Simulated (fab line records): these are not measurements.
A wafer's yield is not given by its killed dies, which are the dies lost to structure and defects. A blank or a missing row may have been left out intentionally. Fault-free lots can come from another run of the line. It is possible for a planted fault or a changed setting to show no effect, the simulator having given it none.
Which tool is to blame? :: flow gf180mcu :: 39 wafers from 13 lots sampled at 4 of the route's 602 steps

WHAT THE GAUGES READ, wafer by wafer
GF_NWELL_TW_MEAS_11. Usual: NWELL_TW 1568, standard deviation 11.
lot: L498
measured: day 3 06:26
on: film metro-01
NWELL_TW: 1570 1587 1585
flag: 

lot: L499
measured: day 3 11:58
on: film metro-01
NWELL_TW: 1589 1572 1578
flag: 

lot: L501
measured: day 4 02:47
on: film metro-01
NWELL_TW: 1568 1574 1573
flag: 

lot: L502
measured: day 4 06:44
on: film metro-01
NWELL_TW: 1582 1574 1576
flag: 

lot: L503
measured: day 4 15:00
on: film metro-01
NWELL_TW: 1576 1574 1585
flag: 

lot: L504
measured: day 4 17:46
on: film metro-04
NWELL_TW: 1553 1563 1553
flag: 

lot: L505
measured: day 4 22:10
on: film metro-03
NWELL_TW: 1584 1576 1573
flag: 

lot: L506
measured: day 5 02:57
on: film metro-04
NWELL_TW: 1559 1547 1553
flag: 

lot: L507
measured: day 5 09:05
on: film metro-01
NWELL_TW: 1575 1576 1566
flag: 

lot: L512
measured: day 6 12:45
on: film metro-04
NWELL_TW: 1548 1542 1553
flag: 

lot: L513
measured: day 6 20:28
on: film metro-01
NWELL_TW: 1559 1574 1573
flag: 

lot: L517
measured: day 7 15:30
on: film metro-03
NWELL_TW: 1566 1565 1569
flag: 

lot: L519
measured: day 8 07:24
on: film metro-03
NWELL_TW: 1557 1555 1556
flag: 

GF_MVSD_TW_MEAS_11. Usual: MVSD_TW 1571, standard deviation 11.
lot: L498
measured: day 4 09:50
on: film metro-01
MVSD_TW: 1584 1586 1584
flag: 

lot: L499
measured: day 4 16:01
on: film metro-04
MVSD_TW: 1556 1558 1564
flag: 

lot: L501
measured: day 5 07:24
on: film metro-03
MVSD_TW: 1562 1566 1570
flag: 

lot: L502
measured: day 5 10:43
on: film metro-01
MVSD_TW: 1572 1585 1584
flag: 

lot: L503
measured: day 5 19:21
on: film metro-01
MVSD_TW: 1571 1573 1582
flag: 

lot: L504
measured: day 5 22:58
on: film metro-03
MVSD_TW: 1573 1569 1571
flag: 

lot: L505
measured: day 6 03:46
on: film metro-03
MVSD_TW: 1578 1568 1569
flag: 

lot: L506
measured: day 6 08:52
on: film metro-03
MVSD_TW: 1584 1580 1586
flag: 

lot: L507
measured: day 6 16:00
on: film metro-01
MVSD_TW: 1591 1585 1576
flag: 

lot: L512
measured: day 7 20:04
on: film metro-01
MVSD_TW: 1573 1571 1568
flag: 

lot: L513
measured: day 8 04:44
on: film metro-01
MVSD_TW: 1576 1584 1582
flag: 

lot: L517
measured: day 9 01:22
on: film metro-03
MVSD_TW: 1566 1567 1563
flag: 

lot: L519
measured: day 9 17:46
on: film metro-03
MVSD_TW: 1577 1566 1568
flag: 

GF_HV_LDD_CD_MEAS_07: the cd target is 400 nm. Usual: cd nm reads 400.1 nm (standard deviation 2.5).
lot: L498
measured: day 9 23:29
on: cd sem-02
cd nm (nm): 400.3 400.2 399.8
flag: 

lot: L499
measured: day 10 05:18
on: cd sem-01
cd nm (nm): 398.3 397.6 397.6
flag: 

lot: L501
measured: day 11 03:31
on: cd sem-02
cd nm (nm): 400.5 401.0 398.4
flag: 

lot: L502
measured: day 11 09:56
on: cd sem-01
cd nm (nm): 401.0 400.5 399.3
flag: 

lot: L503
measured: day 11 16:46
on: cd sem-01
cd nm (nm): 399.0 397.3 400.2
flag: 

lot: L504
measured: day 11 22:00
on: cd sem-02
cd nm (nm): 400.3 400.9 399.8
flag: 

lot: L505
measured: day 12 04:03
on: cd sem-02
cd nm (nm): 399.7 398.6 399.7
flag: 

lot: L506
measured: day 12 12:38
on: cd sem-02
cd nm (nm): 400.1 396.6 399.7
flag: 

lot: L507
measured: day 12 21:07
on: cd sem-02
cd nm (nm): 401.2 399.1 399.4
flag: 

lot: L512
measured: day 14 07:20
on: cd sem-01
cd nm (nm): 400.4 380.4 381.0
flag: OFF

lot: L513
measured: day 14 15:34
on: cd sem-01
cd nm (nm): 398.1 399.4 398.0
flag: 

lot: L517
measured: day 15 20:07
on: cd sem-01
cd nm (nm): 404.1 404.9 405.1
flag: 

lot: L519
measured: day 16 17:29
on: cd sem-01
cd nm (nm): 400.6 399.1 399.2
flag: 

WHAT TOOL EACH LOT RAN ON (gives the tool, then ch and the chambers of the sampled wafers, and finally the start)
lot: L498
GF_HV_LDD_DEVELOP_06: litho track-04 ch 0, day 9 23:21

lot: L499
GF_HV_LDD_DEVELOP_06: litho track-02 ch 0, day 10 05:10

lot: L501
GF_HV_LDD_DEVELOP_06: litho track-01 ch 0, day 11 03:22

lot: L502
GF_HV_LDD_DEVELOP_06: litho track-04 ch 0, day 11 09:47

lot: L503
GF_HV_LDD_DEVELOP_06: litho track-01 ch 0, day 11 16:37

lot: L504
GF_HV_LDD_DEVELOP_06: litho track-04 ch 0, day 11 21:51

lot: L505
GF_HV_LDD_DEVELOP_06: litho track-04 ch 0, day 12 03:54

lot: L506
GF_HV_LDD_DEVELOP_06: litho track-01 ch 0, day 12 12:29

lot: L507
GF_HV_LDD_DEVELOP_06: litho track-01 ch 0, day 12 20:58

lot: L512
GF_HV_LDD_DEVELOP_06: litho track-04 ch 0, day 14 07:11

lot: L513
GF_HV_LDD_DEVELOP_06: litho track-02 ch 0, day 14 15:26

lot: L517
GF_HV_LDD_DEVELOP_06: litho track-02 ch 0, day 15 19:59

lot: L519
GF_HV_LDD_DEVELOP_06: litho track-01 ch 0, day 16 17:20
- GF_HV_LDD_DEVELOP_06: develop time 60 s.

WHAT THE TOOLS THEMSELVES READ (means of the sampled wafers that have a number; where no wafer has one, the mark that the record gives instead)
The record holds no such reading with a usual standard deviation.

THE ANSWER, worked out from the rows above alone
Rule: a lot counts as off when the mean over its wafers that have a number is more than 3 standard deviations away from the usual mean. Also off: a lot with no number at a reading for which 4 or more lots have one. Any other lot the step has rows for is counted as sound. First the gauges in route order, then the tools' own readings, where a lot's mean is used as printed above. The first step at which some lot is off is used, and at that step the reading that is off furthest; a lot without a number counts as furthest.
Off: L512, at GF_HV_LDD_CD_MEAS_07 (cd nm).
If a tool, at a process step before that reading, ran all the lots that are off and no sound lot after the first of them, it fits. Those tools and the gauges at GF_HV_LDD_CD_MEAS_07 are tried in the same way. One fits: GF_HV_LDD_DEVELOP_06 on litho track-04. A fault onset in the window from L505 (day 12 03:54, its last sound lot) to L512 (day 14 07:11, its first lot off) fits.

WHAT THE SIMULATOR HAD PUT IN
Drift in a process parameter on litho track-04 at GF_HV_LDD_DEVELOP_06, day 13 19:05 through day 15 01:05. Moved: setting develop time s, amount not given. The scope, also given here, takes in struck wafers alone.
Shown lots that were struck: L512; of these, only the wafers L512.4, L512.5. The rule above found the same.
